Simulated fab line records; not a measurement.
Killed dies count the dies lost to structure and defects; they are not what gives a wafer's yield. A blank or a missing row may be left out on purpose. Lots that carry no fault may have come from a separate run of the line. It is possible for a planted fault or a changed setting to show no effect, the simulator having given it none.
Code-filled problem report in 8D (eight disciplines) form	flow sky130	the parts of the form that need people (team, actions taken, sign-off) are left out

== 1. WHAT WENT WRONG ==
oes_product_au at SKY_VIA2_ETCH_14 reads a mean of 1.006 a.u. on 9 wafers of 3 lots; wafers without a fault read 0.855 a.u. with a standard deviation of 0.005. That puts it +30 standard deviations away from the usual mean.
The step: etches BARC in N2/H2, stops on SiO2, time 45.9 s, target depth 60 nm.
First observed at day 39 09:25: wafer L583.1, on rie_diel-01. Wafers with a number at this step in the record: 33, from 11 lots. By rule, "out" or "out of limits" means more than 4 standard deviations away from the usual mean. The other wafers with a number count as sound.

== 2. WHAT THIS IS AND IS NOT ==
question	is	is not
which readings at this step	oes_product_au, run_length_s	drypump_motor_current_A
which lots	L582, L583, L585	L572, L573, L589, L590, L592, L593, L594, L595
which wafers of those lots	all that have a number	-
read on which tools	rie_diel-01	rie_diel-02, rie_diel-04
when	from day 39 09:25	up to then (6 sound wafers); but 18 sound wafers of L589, L590, L592, L593, L594, L595 came after

== 3. SUSPECTS, AND WHAT RULES EACH OUT ==
Counting: a tool at a process step up to the reading stays a suspect if it ran every lot that is out and no sound lot after the first of them.
- rie_diel-01 at SKY_VIA2_ETCH_14 (etches BARC in N2/H2, stops on SiO2, time 45.9 s, target depth 60 nm): kept. Every lot that is out went through it, starting with L583 (day 39 09:25), and after that it ran no sound lot; the last sound lot it ran before then is L573 (day 36 10:05). Its own readings are out on those wafers: oes_product_au, run_length_s.
Remaining after the count: rie_diel-01 at SKY_VIA2_ETCH_14.

== 4. THE CAUSE (what the simulator had put in) ==
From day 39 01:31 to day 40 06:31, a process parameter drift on rie_diel-01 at SKY_VIA2_ETCH_14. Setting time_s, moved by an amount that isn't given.
This tool alone remained once counting was done.

== 5. SEQUENCE OF EFFECTS, ordered by route ==
Rows list readings where the struck wafers' mean (over those with a number) sits beyond 3 standard deviations from the usual. Only readings for which the record gives a usual standard deviation are gone through. hours: the time from each lot's start at the first step in this table that gives one to its start at this step, as a median over the lots. sigmas: the change in usual standard deviations.
hours	step	reading	usual	on struck wafers	change	sigmas
0	SKY_VIA2_ETCH_14	oes_product_au	0.855 a.u.	1.006	+0.151	+30
0	SKY_VIA2_ETCH_14	run_length_s	74.3 s	62.1	-12.2	-30
0	SKY_VIA2_STRIP_16	strip_time_to_endpoint_s	4.039 s	4.154	+0.115	+5.0
Its process steps:
- SKY_VIA2_ETCH_14: etches BARC in N2/H2, stops on SiO2, time 45.9 s, target depth 60 nm.
- SKY_VIA2_STRIP_16: strips in O2/N2.
At these later measuring or inspecting steps, every struck wafer for which the step has a row has a number for every such reading, and none has moved that far: SKY_VIA2_THK_MEAS_23.

== 6. HOW IT WOULD HAVE BEEN CAUGHT EARLIER ==
8 hours passed between the start of the fault at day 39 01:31 and the first reading out of limits in this record, taken at day 39 09:25.
